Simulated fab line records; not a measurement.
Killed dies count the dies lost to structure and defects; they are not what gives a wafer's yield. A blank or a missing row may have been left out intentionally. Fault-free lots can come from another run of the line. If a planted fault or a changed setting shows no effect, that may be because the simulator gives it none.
A struck lot beside a sound one | flow sky130 | 24 steps out of a route of 708
Sound: wafers L760.2, L760.3, L760.5. Struck: wafers L776.3, L776.6 (left out: L776.5, a lot-mate that was not struck); the cause follows at the end.
Each step with rows lists, per side, the tool, then ch with its chambers, then its first start. Under that, the readings that differ: sound wafers | struck wafers | difference of the means | sigmas: that difference in standard deviations of wafers without a fault.
alike: readings with means less than 2 such deviations apart, plus words and numbers identical on both sides. not compared: withheld readings, readings lacking a value on some wafer, bounds such as >300 that could conceal the same value, and numbers that have no deviation in the record and whose values overlap.
A row with sigmas, a row that says differs or no value, or rows on one side alone: a step with any of these is where the two part. When numbers do not overlap yet have no deviation, they are printed without sigmas and do not part them. A reading missing from all wafers of one side parts the sides only when that side holds two or more wafers.

SKY_VIA1_BOW_MEAS_03:
  sound on film metro-02, day 34 14:43; struck on film metro-01, day 38 17:28
  alike: VIA1_BOW
then, 8 steps without rows for these wafers: SKY_VIA1_DEHYDRATE_04 (time 60 s); SKY_VIA1_HMDS_05 (prime time 60 s); SKY_VIA1_COAT_06 (resist thk 60 nm); SKY_VIA1_COAT_07 (resist thk 450 nm); SKY_VIA1_SOFTBAKE_08 (time 90 s); SKY_VIA1_EXPOSE_09 (exposes mask VIM, target cd 150 nm); SKY_VIA1_PEB_10; SKY_VIA1_DEVELOP_11 (develop time 60 s).
SKY_VIA1_CD_MEAS_12 targets a cd of 150 nm.
  sound on cd sem-02, day 35 17:11; struck on cd sem-01, day 39 18:12
  alike: cd nm
SKY_VIA1_OVL_MEAS_13:
  sound on overlay-02, day 35 17:17; struck on overlay-01, day 39 18:17
  alike: VIA1_OVL
SKY_VIA1_ETCH_14: etches BARC in N2/H2, stops on SiO2, time 45.9 s, target depth 60 nm.
  sound on rie diel-02 ch 0,1,2, day 35 17:19; struck on rie diel-01 ch 0,2, day 39 18:19
  alike: bias w, chamber pressure mTorr, drypump motor current A, oes product au, throttle valve pct
  not compared: rf hours counter h
SKY_VIA1_ETCH_15: etches SiO2 in C4F8/O2/Ar, stops on TiN, target depth 351 nm, time 54 s.
  sound on rie diel-02 ch 0,1,2, day 35 17:21; struck on rie diel-01 ch 0,2, day 39 18:21
  reading                                     | sound             | struck      | difference | sigmas
  oes product au (a.u.)                       | 0.982 0.978 0.989 | 0.758 0.751 | -0.229     | -38
  model.VIA1.feature depth nm (nm)            | 343.7 343.8 344.3 | 212 213.3   | -131       |
  model.etch.depth nm (nm)                    | 343.7 343.8 344.3 | 212 213.3   | -131       |
  model.KrF-thick_of_VIA1_COAT_07.thk nm (nm) | 323.6 325 320.4   | 353.3 354.4 | +30.9      |
  alike: bias w, chamber pressure mTorr
  not compared: rf hours counter h
SKY_VIA1_STRIP_16: strips in O2/N2.
  sound on plasma asher-04 ch 0,1, day 35 17:24; struck on plasma asher-04 ch 1, day 39 18:26
  reading                      | sound             | struck      | difference | sigmas
  oes product au (a.u.)        | 0.414 0.421 0.420 | 0.424 0.437 | +0.012     | +3
  strip time to endpoint s (s) | 4.474 4.486 4.432 | 4.785 4.789 | +0.323     | +14
  alike: chamber pressure mTorr, drypump motor current A
  not compared: rf hours counter h
then, 3 steps without rows for these wafers: SKY_VIA1_STRIP_17 (strips in post etch residue remover, time 1200 s); SKY_VIA1_CLEAN_18 (cleans in IPA, time 180 s); SKY_VIA1_CLEAN_19 (cleans in O3/DIW).
SKY_VIA1_SPUTTER_20: material TiN, target thk 20 nm, time 80 s.
  sound on pvd sputter-01, day 35 18:00; struck on pvd sputter-04, day 39 19:20
  alike: chamber pressure pa, throttle valve pct
SKY_VIA1_CVD_21: deposits W, target thk 270 nm, time 80.902 s.
  sound on cvd w-02 ch 0,1, day 35 18:04; struck on cvd w-01 ch 0,1, day 39 19:26
  alike: chamber pressure Torr, heater power w
SKY_VIA1_CMP_24: polishes, stops on SiO2, t overpolish 15 s, target thk 0 nm.
  sound on cmp-02 ch 1,2,3, day 35 18:23; struck on cmp-02 ch 0, day 39 19:41
  alike: motor current A
SKY_METAL2_SPUTTER_00: material Ti, target thk 15 nm, time 10 s.
  sound wafers here have rows in the record (pvd sputter-02, day 35 18:38); struck ones have none
SKY_METAL2_SPUTTER_01: material TiN, target thk 20 nm, time 16.7 s.
  sound wafers here have rows in the record (pvd sputter-02, day 35 18:40); struck ones have none
SKY_METAL2_SPUTTER_02: material AlCu, target thk 250 nm, time 13.3 s.
  sound wafers here have rows in the record (pvd sputter-02, day 35 18:41); struck ones have none
-- the record jumps here: 10 days lie between the struck wafers' starts before and after (it left off in module METAL2 and takes up again in module PAD_OPEN, whose first step shown is number 708 of the route) --
SKY_PAD_OPEN_PROBE_99:
  sound on prober-01, day 47 02:47; struck on prober-02, day 50 01:51
  reading                                   | sound | struck | difference | sigmas
  model.etest.diode dnwell sub.under floor  | 0 0 0 | 1 1    | +1         |
  model.etest.diode pdiff nwell.under floor | 0 0 0 | 1 1    | +1         |
  model.etest.res poly.open                 | 0 0 0 | 1 1    | +1         |
  model.etest.sram nfet pass.open           | 0 0 0 | 1 1    | +1         |
  model.etest.pfet_01v8_hvt.open            | 0 0 0 | 1 1    | +1         |
  model.etest.cap li to poly.open           | 0 0 0 | 1 1    | +1         |
  model.etest.nfet_01v8_swapped.under floor | 0 0 0 | 1 1    | +1         |
  model.etest.res pdiff.open                | 0 0 0 | 1 1    | +1         |

## WHERE THEY PART
Last at SKY_METAL2_SPUTTER_02 as far as this record goes, first at SKY_VIA1_ETCH_15.

WHY: what the simulator had put in
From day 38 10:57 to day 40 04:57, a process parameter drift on rie diel-01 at SKY_VIA1_ETCH_15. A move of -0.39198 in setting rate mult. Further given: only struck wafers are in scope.
